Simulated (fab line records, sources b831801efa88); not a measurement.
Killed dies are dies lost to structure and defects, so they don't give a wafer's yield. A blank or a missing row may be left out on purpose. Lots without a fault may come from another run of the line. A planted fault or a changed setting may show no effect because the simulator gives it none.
Tool commonality check | flow sky130 | 15 lots, 54 wafers sampled

WHY IT WAS OPENED
At SKY_RES_XHIGH_TW_MEAS_09 the reading RES_XHIGH_TW is flagged on 3 of 15 lots. Wafers without a fault read 1635, standard deviation 12.
Rule: a lot is flagged when every wafer of it that has a number lies more than 4 standard deviations from that mean, or none has a number. The other lots count as sound.

lot  | measured     | on            | RES_XHIGH_TW, wafer by wafer | flag
L855 | day 27 01:06 | film_metro-02 | 1623 1633 1629               |
L856 | day 27 07:53 | film_metro-02 | 1631 1635 1634               |
L857 | day 27 15:56 | film_metro-03 | 30 30 30 30 30 30            | FLAGGED
L858 | day 28 05:47 | film_metro-02 | 30 30 30 30 30 30            | FLAGGED
L859 | day 28 13:53 | film_metro-04 | 30 30 30 30 30 30            | FLAGGED
L866 | day 30 21:35 | film_metro-02 | 1626 1638 1625               |
L867 | day 31 02:39 | film_metro-02 | 1632 1625 1643               |
L869 | day 31 21:28 | film_metro-04 | 1625 1623 1637               |
L870 | day 32 02:47 | film_metro-04 | 1614 1619 1621               |
L871 | day 32 20:12 | film_metro-04 | 1614 1625 1616               |
L872 | day 33 05:15 | film_metro-03 | 1628 1632 1644               |
L873 | day 33 05:50 | film_metro-02 | 1630 1627 1638               |
L874 | day 33 11:06 | film_metro-04 | 1643 1637 1628               |
L875 | day 33 11:47 | film_metro-04 | 1629 1626 1638               |
L877 | day 33 22:41 | film_metro-02 | 1632 1635 1635               |
The numbers of the flagged lots are 30 on average: -1605 against the usual, or -99 or more standard deviations.

WHICH TOOL RAN EACH LOT
The record holds 1 process step before the reading, out of a route of 708 steps. In each cell: the tool, then ch and the chambers that the sampled wafers went through, then the start.
lot  | flag    | SKY_RES_XHIGH_EXPOSE_04
L855 |         | iline_stepper-01 ch 0, day 26 10:10
L856 |         | iline_stepper-01 ch 0, day 26 17:13
L857 | FLAGGED | iline_stepper-01, day 27 01:26
L858 | FLAGGED | iline_stepper-01, day 27 15:05
L859 | FLAGGED | iline_stepper-01, day 27 23:53
L866 |         | iline_stepper-01 ch 0, day 30 07:29
L867 |         | iline_stepper-02 ch 0, day 30 13:02
L869 |         | iline_stepper-01 ch 0, day 31 07:54
L870 |         | iline_stepper-01 ch 0, day 31 12:57
L871 |         | iline_stepper-01 ch 0, day 32 06:54
L872 |         | iline_stepper-01 ch 0, day 32 09:31
L873 |         | iline_stepper-01 ch 0, day 32 13:14
L874 |         | iline_stepper-02 ch 0, day 32 21:39
L875 |         | iline_stepper-01 ch 0, day 32 22:54
L877 |         | iline_stepper-02 ch 0, day 33 10:49
What these steps do:
- SKY_RES_XHIGH_EXPOSE_04: exposes mask URPM, target cd 1270 nm.
- SKY_RES_XHIGH_TW_MEAS_09

FLAGGED OVER TOTAL, TOOL BY TOOL (the gauges that took the reading come last)
step                     | tool             | lots run | flagged | share of the flagged lots | sound lots run after its first flagged lot
SKY_RES_XHIGH_EXPOSE_04  | iline_stepper-01 | 12       | 3       | all                       | 7 (L866,L869,L870,L871,L872,L873,L875)
SKY_RES_XHIGH_EXPOSE_04  | iline_stepper-02 | 3        | 0       | none                      | -
SKY_RES_XHIGH_TW_MEAS_09 | film_metro-02    | 7        | 1       | some                      | 4 (L866,L867,L873,L877)
SKY_RES_XHIGH_TW_MEAS_09 | film_metro-03    | 2        | 1       | some                      | 1 (L872)
SKY_RES_XHIGH_TW_MEAS_09 | film_metro-04    | 6        | 1       | some                      | 5 (L869,L870,L871,L874,L875)

WHAT THE TABLE ALLOWS
1 row of the table ran every flagged lot: iline_stepper-01 at SKY_RES_XHIGH_EXPOSE_04.
- iline_stepper-01 at SKY_RES_XHIGH_EXPOSE_04: 3 of its 12 lots flagged. Sound lots ran on it after the first flagged one (L866, L869, L870, L871, L872, L873, L875), which a lasting fault on the whole tool wouldn't allow. On the flagged lots its readings are blank where sound lots have values: exposure_dose_mJ_cm2, focus_offset_nm.
No row of the table ran every flagged lot and no sound lot after the first.

WHAT THE SIMULATOR HAD PUT IN
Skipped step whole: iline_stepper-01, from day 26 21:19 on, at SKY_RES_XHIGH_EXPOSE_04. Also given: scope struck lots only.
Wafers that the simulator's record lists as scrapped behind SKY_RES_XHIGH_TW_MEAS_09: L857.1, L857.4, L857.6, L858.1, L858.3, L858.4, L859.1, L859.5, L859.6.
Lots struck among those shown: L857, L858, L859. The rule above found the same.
